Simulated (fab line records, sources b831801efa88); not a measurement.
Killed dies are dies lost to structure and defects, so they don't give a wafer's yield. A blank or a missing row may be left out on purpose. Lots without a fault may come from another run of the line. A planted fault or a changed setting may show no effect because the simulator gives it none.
fab line records | flow sky130
record lots=6 wafers=18 last_day=50
route steps=708 shown DNWELL@41 PWDE@45 NWELL@57 PAD_OPEN@708
lots that met no fault: from a run of the same line without faults
start_h: hours from the record's first day to the start of the lot's first wafer shown | wait_h: hours since the lot's step before | " the same as in the row above | L1.1+2: a row that stands for several wafers | - no value, or no start given | * or withheld: withheld | < > ~ a bound
route shown NAME@n: a module of which the file shows steps, and the number in the route of the first | usual: mean/standard deviation of fault-free wafers | same: alike in all rows | chamber/n: place in a boat | sites: the reading at each site | _std_site: their standard deviation | _edge_site: outer sites' mean less inner sites' | radius_mm: how far each site lies from the wafer's centre | mask NAME#n: copy n | behind: the tool/chamber that last shaped the wafer | hold: why the lot was held/for how many hours/how that ended | device: the transistor (n, p or np) that didn't switch | end of line: the same wafers' tests at the end of the route | a step without rows: its recipe alone | killed: dies lost to structure and defects at the first sort, not the wafer's yield | map: a wafer's dies, x killed, . not, _ none there
set.NAME: the setting as run; set.NAME@STEP: as run at that earlier step | model.NAME: the simulator's own value behind a step, which no gauge read
lots at some steps of the route; a table a step, a row a wafer
services: from which hour (start_h, from the record's first day; less than 0 if before it) a tool's chamber was out of use, for how many hours, and why
## steps
# step SKY_DNWELL_DEVELOP_06
# recipe wall_angle_deg=90 developer=TMAH develop_time_s=60 dev_temp_c=23
# step SKY_DNWELL_IMPLANT_07
# recipe species=P energy_kev=withheld dose_cm2=withheld tilt_deg=withheld
# step SKY_DNWELL_STRIP_08
# recipe chemistry=O2/N2 power_w=1400 pressure_mtorr=1500 platen_temp_c=withheld o2_flow_sccm=3000 n2_flow_sccm=300 overash_fraction=0.5
# usual drypump_motor_current_A=5.7/0.44 oes_product_au=0.722/0.0042 strip_time_to_endpoint_s=36.96/0.11
# columns lot.wafer tool chamber start_h wait_h drypump_motor_current_A oes_product_au rf_hours_counter_h strip_time_to_endpoint_s
L645.3 plasma_asher-03 0 74.95 0.1 5.7 0.720 - 36.98
L645.4 " 1 " " 6.1 0.725 - 36.93
L645.6 " 0 " " 5.7 0.720 - 37.06
L646.1 plasma_asher-02 0 80.31 0.1 4.8 0.726 40 36.85
L646.4 " 0 " " 4.8 0.720 - 36.90
L646.5 " 0 " " 4.8 0.721 - 36.83
L652.2 plasma_asher-04 1 116.56 0.1 5.9 0.715 43 36.93
L652.3 " 0 " " 6.0 0.724 - 36.78
L652.6 " 1 " " 5.9 0.726 - 36.81
L660.2 plasma_asher-02 0 155.27 0.1 4.8 0.726 3 36.96
L660.4 " 1 " " 5.8 0.720 - 36.94
L660.6 " 1 " " 5.8 0.724 - 36.98
L663.3 plasma_asher-04 0 172.10 0.1 6.0 0.726 - 37.02
L663.5 " 1 " " 5.9 0.720 - 37.03
L663.6 " 0 " " 6.0 0.729 - 37.04
L664.2 plasma_asher-03 0 176.42 0.1 5.6 0.722 52 36.99
L664.3 " 1 " " 6.1 0.719 - 37.07
L664.6 " 0 " " 5.6 0.722 - 37.01
# step SKY_DNWELL_TW_MEAS_09
# usual DNWELL_TW=1113/13
# columns lot.wafer tool chamber start_h wait_h DNWELL_TW
L645.3 film_metro-01 - 75.04 0.1 1105
L645.4 " - " " 1109
L645.6 " - " " 1104
L646.1 film_metro-02 - 80.41 0.1 1123
L646.4 " - " " 1124
L646.5 " - " " 1124
L652.2 film_metro-01 - 116.67 0.1 1099
L652.3 " - " " 1102
L652.6 " - " " 1099
L660.2 film_metro-02 - 155.42 0.1 1133
L660.4 " - " " 1135
L660.6 " - " " 1134
L663.3 film_metro-01 - 172.19 0.1 1120
L663.5 " - " " 1111
L663.6 " - " " 1111
L664.2 film_metro-01 - 176.58 0.1 1113
L664.3 " - " " 1111
L664.6 " - " " 1112
# step SKY_PWDE_DEHYDRATE_00
# recipe temp_c=200 time_s=60
# step SKY_PWDE_HMDS_01
# recipe prime_time_s=60 prime_temp_c=120
# step SKY_PWDE_COAT_02
# recipe spin_rpm=2000 resist_thk_nm=3000
# step SKY_PWDE_SOFTBAKE_03
# recipe temp_c=110 time_s=withheld
# step SKY_PWDE_EXPOSE_04
# recipe mask_id=PWDEM na=0.6 source_shape=conventional sigma_outer=0.6 polarization=unpolarized target_cd_nm=840 dose_mj=214
# step SKY_PWDE_PEB_05
# recipe temp_c=115 time_s=withheld
# step SKY_PWDE_DEVELOP_06
# recipe wall_angle_deg=90 developer=TMAH develop_time_s=60 dev_temp_c=23
# step SKY_PWDE_OVL_MEAS_07
# usual PWDE_OVL=-0.9/1.4
# columns lot.wafer tool chamber start_h wait_h PWDE_OVL[nm]
L645.3 overlay-01 - 92.03 - -1.1
L645.4 " - " " -1.4
L645.6 " - " " -1.8
L646.1 overlay-01 - 96.82 - -0.9
L646.4 " - " " 0.6
L646.5 " - " " 1.1
L652.2 overlay-01 - 135.02 - -0.9
L652.3 " - " " -0.5
L652.6 " - " " -0.3
L660.2 overlay-02 - 175.82 - -1.5
L660.4 " - " " -0.7
L660.6 " - " " -2.2
L663.3 overlay-02 - 192.07 - -1.2
L663.5 " - " " 0.9
L663.6 " - " " -1.2
L664.2 overlay-01 - 197.07 - 0.0
L664.3 " - " " -1.2
L664.6 " - " " -1.8
# step SKY_PWDE_IMPLANT_08
# recipe species=B energy_kev=150 dose_cm2=3.6e+12 tilt_deg=withheld
# usual beam_energy_keV=150.00/0.048 dose_ions_cm2=3.6e+12/3.9e+09 faraday_current_uA=20.3/0.37
# columns lot.wafer tool chamber start_h wait_h beam_energy_keV dose_ions_cm2 faraday_current_uA
L645.3 implanter-01 0 92.11 0.1 149.93 3.604e+12 20.3
L645.4 " 0 " " 149.97 3.597e+12 20.1
L645.6 " 0 " " 149.98 3.605e+12 20.4
L646.1 implanter-03 0 96.86 0.0 150.02 3.608e+12 20.2
L646.4 " 0 " " 150.06 3.605e+12 20.0
L646.5 " 0 " " 150.04 3.603e+12 20.3
L652.2 implanter-01 0 135.07 0.0 149.93 3.599e+12 20.9
L652.3 " 0 " " 150.03 3.599e+12 20.4
L652.6 " 0 " " 150.02 3.598e+12 20.8
L660.2 implanter-01 0 175.87 0.0 150.02 4.432e+12 25.2
L660.4 " 0 " " 150.01 4.427e+12 24.7
L660.6 " 0 " " 149.98 4.43e+12 25.3
L663.3 implanter-01 0 192.15 0.1 149.92 4.428e+12 24.8
L663.5 " 0 " " 149.96 4.434e+12 24.9
L663.6 " 0 " " 149.93 4.428e+12 24.5
L664.2 implanter-03 0 197.12 0.0 150.01 3.599e+12 20.3
L664.3 " 0 " " 150.08 3.597e+12 20.3
L664.6 " 0 " " 149.95 3.595e+12 19.9
# step SKY_PWDE_STRIP_09
# recipe chemistry=O2/N2 power_w=1400 pressure_mtorr=1500 platen_temp_c=withheld o2_flow_sccm=3000 n2_flow_sccm=300 overash_fraction=0.5
# usual drypump_motor_current_A=5.8/0.37 oes_product_au=0.722/0.0047 strip_time_to_endpoint_s=36.95/0.083
# columns lot.wafer tool chamber start_h wait_h drypump_motor_current_A oes_product_au rf_hours_counter_h strip_time_to_endpoint_s
L645.3 plasma_asher-01 1 92.24 0.1 5.6 0.725 - 37.07
L645.4 " 0 " " 6.3 0.720 - 37.02
L645.6 " 1 " " 5.6 0.717 - 37.05
L646.1 plasma_asher-01 0 97.01 0.1 6.3 0.722 29 36.82
L646.4 " 1 " " 5.6 0.721 - 36.76
L646.5 " 0 " " 6.3 0.722 - 36.76
L652.2 plasma_asher-01 0 135.20 0.1 6.3 0.720 33 37.02
L652.3 " 0 " " 6.3 0.717 - 36.95
L652.6 " 1 " " 5.6 0.711 - 37.00
L660.2 plasma_asher-03 0 176.00 0.1 5.7 0.718 52 36.92
L660.4 " 0 " " 5.6 0.717 - 36.99
L660.6 " 1 " " 6.1 0.714 - 36.86
L663.3 plasma_asher-03 0 192.28 0.1 5.7 0.717 - 37.07
L663.5 " 0 " " 5.6 0.721 - 36.95
L663.6 " 1 " " 6.2 0.719 - 37.01
L664.2 plasma_asher-02 1 197.25 0.1 5.8 0.717 7 37.03
L664.3 " 1 " " 5.8 0.719 - 37.06
L664.6 " 1 " " 5.8 0.723 - 37.06
# step SKY_PWDE_TW_MEAS_10
# usual PWDE_TW=375/3.7
# columns lot.wafer tool chamber start_h wait_h hold PWDE_TW
L645.3 film_metro-02 - 92.33 0.1 - 377
L645.4 " - " " - 378
L645.6 " - " " - 379
L646.1 film_metro-04 - 97.11 0.1 - 377
L646.4 " - " " - 376
L646.5 " - " " - 375
L652.2 film_metro-01 - 135.31 0.1 - 369
L652.3 " - " " - 367
L652.6 " - " " - 372
L660.2 film_metro-04 - 176.11 0.1 await_dispo/0.2h/release 399
L660.4 " - " " await_dispo/0.2h/release 400
L660.6 " - " " await_dispo/0.2h/release 400
L660.2 film_metro-04 - 176.33 0.2 - 402
L660.4 " - " " - 401
L660.6 " - " " - 401
L663.3 film_metro-01 - 192.37 0.1 await_dispo/0.2h/release 393
L663.5 " - " " await_dispo/0.2h/release 390
L663.6 " - " " await_dispo/0.2h/release 392
L663.3 film_metro-01 - 192.59 0.2 - 390
L663.5 " - " " - 392
L663.6 " - " " - 391
L664.2 film_metro-02 - 197.36 0.1 - 378
L664.3 " - " " - 379
L664.6 " - " " - 376
# step SKY_NWELL_HMDS_04
# recipe prime_time_s=60 prime_temp_c=120
# step SKY_NWELL_COAT_05
# recipe spin_rpm=2000 resist_thk_nm=3000
# step SKY_NWELL_SOFTBAKE_06
# recipe temp_c=110 time_s=withheld
# step SKY_NWELL_EXPOSE_07
# recipe mask_id=NWM na=0.6 source_shape=conventional sigma_outer=0.6 polarization=unpolarized target_cd_nm=840 dose_mj=255
# step SKY_NWELL_PEB_08
# recipe temp_c=115 time_s=withheld
# step SKY_NWELL_DEVELOP_09
# recipe wall_angle_deg=90 developer=TMAH develop_time_s=60 dev_temp_c=23
# step SKY_NWELL_OVL_MEAS_10
# usual NWELL_00_OVL=-0.5/1.3
# columns lot.wafer tool chamber start_h wait_h NWELL_00_OVL[nm]
L645.3 overlay-01 - 110.35 - 0.3
L645.4 " - " " -0.3
L645.6 " - " " -1.8
L646.1 overlay-01 - 114.79 - -1.9
L646.4 " - " " 0.9
L646.5 " - " " -0.3
L652.2 overlay-01 - 154.78 - 0.6
L652.3 " - " " 0.8
L652.6 " - " " -0.2
L660.2 overlay-02 - 196.43 - -2.1
L660.4 " - " " -1.4
L660.6 " - " " -3.3
L663.3 overlay-01 - 214.12 - -0.6
L663.5 " - " " 0.1
L663.6 " - " " 1.6
L664.2 overlay-02 - 218.97 - -2.2
L664.3 " - " " -3.1
L664.6 " - " " -2.7
# step SKY_NWELL_IMPLANT_11
# recipe species=P energy_kev=400 dose_cm2=1.9e+13 tilt_deg=withheld
# step SKY_NWELL_IMPLANT_12
# recipe species=P energy_kev=120 dose_cm2=1.3e+12 tilt_deg=withheld
# step SKY_NWELL_IMPLANT_13
# recipe species=P energy_kev=50 dose_cm2=7e+11 tilt_deg=withheld
# step SKY_NWELL_STRIP_14
# recipe chemistry=O2/N2 power_w=1400 pressure_mtorr=1500 platen_temp_c=withheld o2_flow_sccm=3000 n2_flow_sccm=300 overash_fraction=0.5
# usual drypump_motor_current_A=5.94/0.26 oes_product_au=0.723/0.0043 strip_time_to_endpoint_s=36.96/0.098
# columns lot.wafer tool chamber start_h wait_h drypump_motor_current_A oes_product_au rf_hours_counter_h strip_time_to_endpoint_s
L645.3 plasma_asher-03 0 110.86 0.1 5.65 0.721 - 37.04
L645.4 " 1 " " 6.10 0.719 - 36.99
L645.6 " 0 " " 5.65 0.723 - 36.93
L646.1 plasma_asher-01 0 115.28 0.1 6.29 0.725 31 36.93
L646.4 " 0 " " 6.30 0.717 - 37.02
L646.5 " 1 " " 5.67 0.723 - 37.03
L652.2 plasma_asher-01 0 155.26 0.1 6.30 0.734 35 37.09
L652.3 " 0 " " 6.31 0.721 - 36.91
L652.6 " 1 " " 5.66 0.712 - 36.97
L660.2 plasma_asher-03 0 207.33 0.1 5.67 0.717 55 36.92
L660.4 " 1 " " 6.16 0.730 - 36.90
L660.6 " 1 " " 6.14 0.730 - 36.95
L663.3 plasma_asher-01 0 214.63 0.1 6.30 0.719 - 36.92
L663.5 " 1 " " 5.67 0.721 - 36.86
L663.6 " 0 " " 6.30 0.719 - 37.01
L664.2 plasma_asher-03 1 219.45 0.1 6.14 0.724 56 37.30
L664.3 " 1 " " 6.18 0.719 - 37.18
L664.6 " 0 " " 5.68 0.719 - 37.23
# step SKY_NWELL_TW_MEAS_15
# usual NWELL_TW=1820/20
# columns lot.wafer tool chamber start_h wait_h NWELL_TW
L645.3 film_metro-02 - 110.95 0.1 1849
L645.4 " - " " 1850
L645.6 " - " " 1855
L646.1 film_metro-01 - 115.38 0.1 1804
L646.4 " - " " 1798
L646.5 " - " " 1801
L652.2 film_metro-01 - 155.37 0.1 1805
L652.3 " - " " 1802
L652.6 " - " " 1801
L660.2 film_metro-01 - 207.44 0.1 1792
L660.4 " - " " 1796
L660.6 " - " " 1796
L663.3 film_metro-04 - 214.72 0.1 1840
L663.5 " - " " 1832
L663.6 " - " " 1841
L664.2 film_metro-01 - 219.56 0.1 1802
L664.3 " - " " 1801
L664.6 " - " " 1799
# step SKY_NWELL_DEHYDRATE_16
# recipe temp_c=200 time_s=60
# step SKY_NWELL_HMDS_17
# recipe prime_time_s=60 prime_temp_c=120
# step SKY_NWELL_COAT_18
# recipe spin_rpm=2000 resist_thk_nm=3000
# step SKY_NWELL_SOFTBAKE_19
# recipe temp_c=110 time_s=withheld
# step SKY_NWELL_EXPOSE_20
# recipe mask_id=NWM_COMPLEMENT na=0.6 source_shape=conventional sigma_outer=0.6 polarization=unpolarized target_cd_nm=840 dose_mj=260
# step SKY_NWELL_PEB_21
# recipe temp_c=115 time_s=withheld
# step SKY_NWELL_DEVELOP_22
# recipe wall_angle_deg=90 developer=TMAH develop_time_s=60 dev_temp_c=23
# step SKY_NWELL_OVL_MEAS_23
# usual NWELL_01_OVL=-0.1/1.4
# columns lot.wafer tool chamber start_h wait_h NWELL_01_OVL[nm]
L645.3 overlay-01 - 129.58 - -0.8
L645.4 " - " " -2.0
L645.6 " - " " -1.7
L646.1 overlay-02 - 134.36 - -0.1
L646.4 " - " " 1.2
L646.5 " - " " -0.6
L652.2 overlay-02 - 175.55 - -1.8
L652.3 " - " " -0.8
L652.6 " - " " -2.7
L660.2 overlay-02 - 229.73 - -0.4
L660.4 " - " " -0.6
L660.6 " - " " 1.0
L663.3 overlay-01 - 237.12 - 0.9
L663.5 " - " " 0.4
L663.6 " - " " 1.5
L664.2 overlay-01 - 241.80 - 2.2
L664.3 " - " " 0.0
L664.6 " - " " 1.7
# step SKY_NWELL_IMPLANT_24
# recipe species=B energy_kev=140 dose_cm2=9.2e+12 tilt_deg=withheld
# step SKY_NWELL_STRIP_25
# recipe chemistry=O2/N2 power_w=1400 pressure_mtorr=1500 platen_temp_c=withheld o2_flow_sccm=3000 n2_flow_sccm=300 overash_fraction=0.5
# usual drypump_motor_current_A=5.95/0.26 oes_product_au=0.722/0.0043 strip_time_to_endpoint_s=36.94/0.1
# columns lot.wafer tool chamber start_h wait_h drypump_motor_current_A oes_product_au rf_hours_counter_h strip_time_to_endpoint_s
L645.3 plasma_asher-01 1 129.79 0.1 5.65 0.729 - 36.87
L645.4 " 0 " " 6.29 0.717 - 36.78
L645.6 " 1 " " 5.66 0.728 - 36.81
L646.1 plasma_asher-01 0 134.55 0.1 6.29 0.726 33 36.92
L646.4 " 0 " " 6.29 0.724 - 36.84
L646.5 " 0 " " 6.28 0.720 - 36.87
L652.2 plasma_asher-04 0 175.73 0.1 6.02 0.721 49 36.94
L652.3 " 1 " " 5.89 0.723 - 37.06
L652.6 " 1 " " 5.93 0.722 - 36.96
L660.2 plasma_asher-03 0 229.91 0.1 5.65 0.726 57 36.98
L660.4 " 0 " " 5.65 0.725 - 37.08
L660.6 " 1 " " 6.11 0.722 - 36.88
L663.3 plasma_asher-01 0 237.33 0.1 6.28 0.720 - 36.88
L663.5 " 1 " " 5.66 0.720 - 36.87
L663.6 " 0 " " 6.29 0.722 - 36.91
L664.2 plasma_asher-01 1 241.98 0.1 5.64 0.715 43 36.85
L664.3 " 1 " " 5.65 0.723 - 36.91
L664.6 " 0 " " 6.29 0.720 - 37.00
# step SKY_NWELL_TW_MEAS_26
# usual NWELL_2_TW=497/5.1
# columns lot.wafer tool chamber start_h wait_h NWELL_2_TW
L645.3 film_metro-04 - 129.88 0.1 494
L645.4 " - " " 495
L645.6 " - " " 497
L646.1 film_metro-01 - 134.65 0.1 491
L646.4 " - " " 491
L646.5 " - " " 493
L652.2 film_metro-04 - 175.84 0.1 500
L652.3 " - " " 499
L652.6 " - " " 500
L660.2 film_metro-04 - 230.02 0.1 498
L660.4 " - " " 500
L660.6 " - " " 495
L663.3 film_metro-04 - 237.42 0.1 499
L663.5 " - " " 498
L663.6 " - " " 497
L664.2 film_metro-01 - 242.09 0.1 491
L664.3 " - " " 489
L664.6 " - " " 488
# step SKY_NWELL_CLEAN_27
# recipe chemistry=SC1/SC2 mix=1:4:20 temp_c=70 time_s=150 dry=n2_spin
# step SKY_NWELL_RTA_28
# recipe temp_c=1050 time_s=30 idle_temp_c=650 ramp_up_c_per_s=150 ramp_down_c_per_s=90 ambient=N2
# usual anneal_temp_c_max=1055.0/1.2 lamp_power_pct=25.30/0.051 wafer_temp_C_max=1054.8/0.89
# same time_s=30
# columns lot.wafer tool chamber start_h wait_h anneal_temp_c_max lamp_power_pct wafer_temp_C_max
L645.3 rtp_anneal-02 0 130.01 0.0 1054.0 25.33 1054.9
L645.4 " 0 " " 1053.5 25.36 1054.3
L645.6 " 0 " " 1053.5 25.35 1055.2
L646.1 rtp_anneal-02 0 134.76 0.0 1054.0 25.34 1055.5
L646.4 " 0 " " 1053.1 25.30 1054.0
L646.5 " 0 " " 1053.3 25.45 1054.8
L652.2 rtp_anneal-01 0 175.95 0.0 1055.2 25.25 1054.3
L652.3 " 0 " " 1055.5 25.26 1056.1
L652.6 " 0 " " 1054.5 25.28 1053.7
L660.2 rtp_anneal-01 0 230.14 0.0 1056.6 25.34 1055.2
L660.4 " 0 " " 1054.6 25.26 1053.4
L660.6 " 0 " " 1057.0 25.30 1054.6
L663.3 rtp_anneal-01 0 237.54 0.0 1055.9 25.21 1056.3
L663.5 " 0 " " 1055.1 25.28 1056.1
L663.6 " 0 " " 1056.4 25.38 1054.1
L664.2 rtp_anneal-02 0 242.20 0.0 1054.5 25.26 1057.1
L664.3 " 0 " " 1055.2 25.30 1056.1
L664.6 " 0 " " 1055.2 25.30 1055.0
# step SKY_NWELL_RS_MEAS_29
# recipe thk_meas_gauge=four-point-probe
# usual NWELL_RS=625.1/1.7
# columns lot.wafer tool chamber start_h wait_h NWELL_RS[ohm/sq]
L645.3 film_metro-01 - 130.12 0.1 623.6
L645.4 " - " " 624.5
L645.6 " - " " 624.4
L646.1 film_metro-04 - 134.86 0.1 628.0
L646.4 " - " " 627.0
L646.5 " - " " 629.1
L652.2 film_metro-01 - 176.06 0.1 625.4
L652.3 " - " " 625.3
L652.6 " - " " 623.0
L660.2 film_metro-04 - 230.24 0.1 622.2
L660.4 " - " " 624.1
L660.6 " - " " 624.7
L663.3 film_metro-01 - 237.65 0.1 622.2
L663.5 " - " " 623.7
L663.6 " - " " 624.3
L664.2 film_metro-04 - 242.31 0.1 628.0
L664.3 " - " " 625.7
L664.6 " - " " 626.0
# step SKY_NWELL_RS_MEAS_31
# recipe thk_meas_gauge=four-point-probe
# usual PWDE_RS=5281/21
# columns lot.wafer tool chamber start_h wait_h hold PWDE_RS[ohm/sq]
L645.3 film_metro-01 - 130.36 0.1 - 5269
L645.4 " - " " - 5262
L645.6 " - " " - 5287
L646.1 film_metro-04 - 135.10 0.1 - 5271
L646.4 " - " " - 5308
L646.5 " - " " - 5277
L652.2 film_metro-01 - 176.30 0.1 - 5298
L652.3 " - " " - 5298
L652.6 " - " " - 5292
L660.2 film_metro-04 - 230.48 0.1 await_dispo/0.2h/release 4496
L660.4 " - " " await_dispo/0.2h/release 4505
L660.6 " - " " await_dispo/0.2h/release 4504
L660.2 film_metro-04 - 230.77 0.3 - 4495
L660.4 " - " " - 4515
L660.6 " - " " - 4519
L663.3 film_metro-01 - 237.89 0.1 await_dispo/0.2h/release 4494
L663.5 " - " " await_dispo/0.2h/release 4470
L663.6 " - " " await_dispo/0.2h/release 4487
L663.3 film_metro-01 - 238.17 0.3 - 4501
L663.5 " - " " - 4477
L663.6 " - " " - 4484
L664.2 film_metro-04 - 242.55 0.1 - 5294
L664.3 " - " " - 5302
L664.6 " - " " - 5309
# step SKY_PAD_OPEN_PROBE_99
# usual killed_at_M0_to_M3=43/7.2 killed_at_M4_up=3.2/1.8 killed_at_contacts=23/5.6 killed_at_front_end=15/4.6 killed_at_other=0.3/0.71 killed_dies=85/10 killed_open=46/7.8 killed_short=38/6.5
# same gross_dies=492 killed_at_back_side=0
# columns lot.wafer tool chamber start_h wait_h killed_at_M0_to_M3 killed_at_M4_up killed_at_contacts killed_at_front_end killed_at_other killed_dies killed_open killed_short model.etest.res_p_drift_20v.line_ohm_um model.etest.res_p_drift_20v.rs_ohm_sq model.etest.res_pwde_under_gate.rs_ohm_sq
L645.3 prober-02 - 1103.94 0.2 48 5 20 16 0 89 52 36 1.115e+04 9212 6184
L645.4 prober-02 - 1103.99 0.2 44 4 20 19 0 87 49 37 1.09e+04 9280 6185
L645.6 prober-02 - 1104.09 0.2 54 2 20 12 0 88 49 39 1.077e+04 9105 6265
L646.1 prober-02 - 1110.49 0.1 46 3 28 12 0 89 50 39 1.328e+04 1.115e+04 6129
L646.4 prober-02 - 1110.64 0.2 39 0 33 16 0 88 46 42 1.333e+04 1.101e+04 6157
L646.5 prober-02 - 1110.69 0.2 37 3 22 9 0 71 37 34 1.275e+04 1.071e+04 6138
L652.2 prober-02 - 1145.58 0.1 40 2 22 17 0 81 40 40 1.108e+04 9129 6181
L652.3 prober-02 - 1145.63 0.2 41 5 19 18 1 84 36 48 1.051e+04 8665 6222
L652.6 prober-02 - 1145.78 0.2 43 5 24 15 0 87 49 36 1.078e+04 8756 6171
L660.2 prober-01 - 1187.71 0.1 39 2 20 17 0 78 47 30 8622 7204 5140
L660.4 prober-01 - 1187.81 0.2 35 6 32 17 1 91 51 40 8997 7566 5154
L660.6 prober-01 - 1187.91 0.2 35 6 33 17 0 91 51 38 8835 7262 5162
L663.3 prober-01 - 1194.28 0.2 33 2 19 15 0 69 35 34 9173 7611 5206
L663.6 prober-01 - 1194.43 0.2 37 7 21 20 2 87 46 41 9028 7608 5169
L664.2 prober-02 - 1197.05 0.1 39 5 29 14 0 87 50 36 1.122e+04 9363 6265
L664.3 prober-02 - 1197.10 0.2 49 2 28 15 0 94 54 40 1.1e+04 9174 6247
L664.6 prober-02 - 1197.25 0.2 45 3 21 16 0 85 47 37 1.116e+04 9332 6239
# killed by level:class
L645.3 CONTACT:geometric_particle:open=10 VIA3:geometric_particle:open=9 VIA1:geometric_particle:open=8 METAL2:geometric_particle:short=8 METAL2:geometric_particle:open=6 LI_CONTACT:geometric_particle:open=4 VIA2:geometric_particle:open=4 METAL3:geometric_particle:short=4
L645.4 METAL2:geometric_particle:short=12 VIA1:geometric_particle:open=11 LI_CONTACT:geometric_particle:open=7 FIELD_ISO:geometric_particle:open=6 CONTACT:geometric_particle:open=6 POLY_GATE:geometric_particle:open=5 METAL1:geometric_particle:short=5 CONTACT:geometric_particle:short=4
L645.6 VIA3:geometric_particle:open=11 VIA2:geometric_particle:open=9 VIA1:geometric_particle:open=8 LI_CONTACT:geometric_particle:open=7 METAL2:geometric_particle:short=7 METAL1:geometric_particle:short=6 CONTACT:geometric_particle:short=6 CONTACT:geometric_particle:open=5
L646.1 CONTACT:geometric_particle:open=14 VIA1:geometric_particle:open=11 VIA2:geometric_particle:open=6 CONTACT:geometric_particle:short=5 METAL2:geometric_particle:short=5 VIA3:geometric_particle:open=5 LI_CONTACT:geometric_particle:open=4 METAL3:geometric_particle:short=4
L646.4 CONTACT:geometric_particle:open=18 CONTACT:geometric_particle:short=9 METAL2:geometric_particle:short=7 FIELD_ISO:geometric_particle:open=6 VIA1:geometric_particle:open=6 METAL1:geometric_particle:short=5 VIA2:geometric_particle:short=5 LI_CONTACT:geometric_particle:open=4
L646.5 METAL2:geometric_particle:short=10 LI_CONTACT:geometric_particle:open=8 CONTACT:geometric_particle:short=6 VIA3:geometric_particle:open=6 CONTACT:geometric_particle:open=4 VIA1:geometric_particle:open=4 VIA2:geometric_particle:short=4 FIELD_ISO:geometric_particle:open=3
L652.2 LI_CONTACT:geometric_particle:open=10 POLY_GATE:geometric_particle:short=7 POLY_GATE:geometric_particle:open=7 VIA1:geometric_particle:short=7 VIA1:geometric_particle:open=7 METAL2:geometric_particle:short=7 LOCAL_INTERCONNECT:geometric_particle:short=5 CONTACT:geometric_particle:open=4
L652.3 CONTACT:geometric_particle:open=9 METAL1:geometric_particle:short=8 METAL3:geometric_particle:short=6 FIELD_ISO:geometric_particle:short=5 POLY_GATE:geometric_particle:short=5 LI_CONTACT:geometric_particle:open=5 VIA1:geometric_particle:open=5 METAL2:geometric_particle:short=5
L652.6 VIA1:geometric_particle:open=10 CONTACT:geometric_particle:open=8 LI_CONTACT:geometric_particle:open=7 VIA2:geometric_particle:open=7 VIA1:geometric_particle:short=6 VIA3:geometric_particle:open=5 LI_CONTACT:geometric_particle:short=4 POLY_GATE:geometric_particle:open=3
L660.2 VIA1:geometric_particle:open=9 CONTACT:geometric_particle:open=8 METAL2:geometric_particle:short=6 VIA3:geometric_particle:open=6 VIA2:geometric_particle:open=5 POLY_GATE:geometric_particle:short=4 LI_CONTACT:geometric_particle:open=4 VIA1:geometric_particle:short=4
L660.4 VIA1:geometric_particle:open=12 CONTACT:geometric_particle:open=10 LOCAL_INTERCONNECT:geometric_particle:short=8 CONTACT:geometric_particle:short=7 POLY_GATE:geometric_particle:open=6 FIELD_ISO:geometric_particle:open=5 LI_CONTACT:geometric_particle:open=4 METAL4:geometric_particle:short=4
L660.6 VIA1:geometric_particle:open=13 CONTACT:geometric_particle:open=13 FIELD_ISO:geometric_particle:open=6 CONTACT:geometric_particle:short=6 LI_CONTACT:geometric_particle:open=6 METAL1:geometric_particle:short=5 LOCAL_INTERCONNECT:geometric_particle:short=4 VIA2:geometric_particle:open=4
L663.3 CONTACT:geometric_particle:open=7 VIA1:geometric_particle:short=7 FIELD_ISO:geometric_particle:short=5 FIELD_ISO:geometric_particle:open=5 LI_CONTACT:geometric_particle:open=5 VIA1:geometric_particle:open=4 METAL2:geometric_particle:short=4 VIA2:geometric_particle:open=4
L663.6 VIA1:geometric_particle:open=11 FIELD_ISO:geometric_particle:open=7 LI_CONTACT:geometric_particle:open=6 CONTACT:geometric_particle:open=6 VIA1:geometric_particle:short=6 FIELD_ISO:geometric_particle:short=5 POLY_GATE:geometric_particle:open=5 CONTACT:geometric_particle:short=4
L664.2 CONTACT:geometric_particle:open=15 VIA3:geometric_particle:open=7 METAL2:geometric_particle:short=7 VIA2:geometric_particle:open=7 LI_CONTACT:geometric_particle:open=6 VIA1:geometric_particle:open=6 FIELD_ISO:geometric_particle:short=5 CONTACT:geometric_particle:short=4
L664.3 VIA3:geometric_particle:open=14 LI_CONTACT:geometric_particle:open=9 LOCAL_INTERCONNECT:geometric_particle:short=8 VIA1:geometric_particle:short=7 CONTACT:geometric_particle:open=7 VIA1:geometric_particle:open=6 VIA2:geometric_particle:open=6 POLY_GATE:geometric_particle:open=5
L664.6 VIA3:geometric_particle:open=12 METAL2:geometric_particle:short=8 VIA1:geometric_particle:short=7 CONTACT:geometric_particle:open=6 POLY_GATE:geometric_particle:open=5 LI_CONTACT:geometric_particle:open=5 LOCAL_INTERCONNECT:geometric_particle:short=5 FIELD_ISO:geometric_particle:open=4
## services
# columns tool chamber start_h hours kind
implanter-03 - 51.29 1.5 repair
plasma_asher-03 - 64.59 2.8 pm
plasma_asher-02 - 68.85 7.8 repair
plasma_asher-02 - 84.48 15.6 pm
implanter-01 - 96.85 1.1 repair
implanter-01 - 101.16 4.4 repair
plasma_asher-02 - 104.50 8.7 repair
plasma_asher-03 - 105.57 2.0 repair
implanter-03 - 106.38 2.8 repair
implanter-01 - 110.71 13.9 repair
plasma_asher-02 - 113.24 9.0 pm
plasma_asher-02 0 113.24 9.0 vent_cycle
plasma_asher-02 1 113.24 9.0 vent_cycle
plasma_asher-02 0 122.24 - clean
plasma_asher-02 1 122.24 - clean
plasma_asher-04 - 162.89 1.0 repair
implanter-01 - 163.62 3.2 pm
implanter-01 - 167.93 1.8 repair
## key
first_sign step=SKY_PWDE_IMPLANT_08 reading=dose_ions_cm2 direction=up sigmas=99+ usual=* struck=*
effect step=SKY_PWDE_IMPLANT_08 reading=faraday_current_uA direction=up sigmas=13 usual=20.3 struck=24.9
effect step=SKY_PWDE_TW_MEAS_10 reading=visit direction=added
effect step=SKY_PWDE_TW_MEAS_10 reading=PWDE_TW direction=up sigmas=5.6 usual=375 struck=396
effect step=SKY_NWELL_RS_MEAS_31 reading=PWDE_RS direction=down sigmas=38 usual=5281 struck=4493
model_effect step=SKY_PAD_OPEN_PROBE_99 value=etest.res_p_drift_20v.line_ohm_um without=1.078e+04 struck=8931
met_at SKY_PWDE_IMPLANT_08
struck_wafers L660.2,L660.4,L660.6,L663.3,L663.5,L663.6
rows_end L663.5
tester_left_out L660,L663
onset_between 135.07 175.87
fault kind=process_parameter_drift tool=implanter-01 chamber=- onset_h=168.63 steps=SKY_PWDE_IMPLANT_08 channel=dose_cm2 offset=* shape=step end_h=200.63 acts_in=* stated=*
# tester_left_out: of these lots the tester's yield and bins aren't shown, on N5 and GAA mostly nor the transistor test; their killed dies are dies lost to structure and defects alone, not to doping, threshold or leakage, so they don't give the yield
# rows_end: these wafers met a further fault down the route, and their rows from its step on are left out
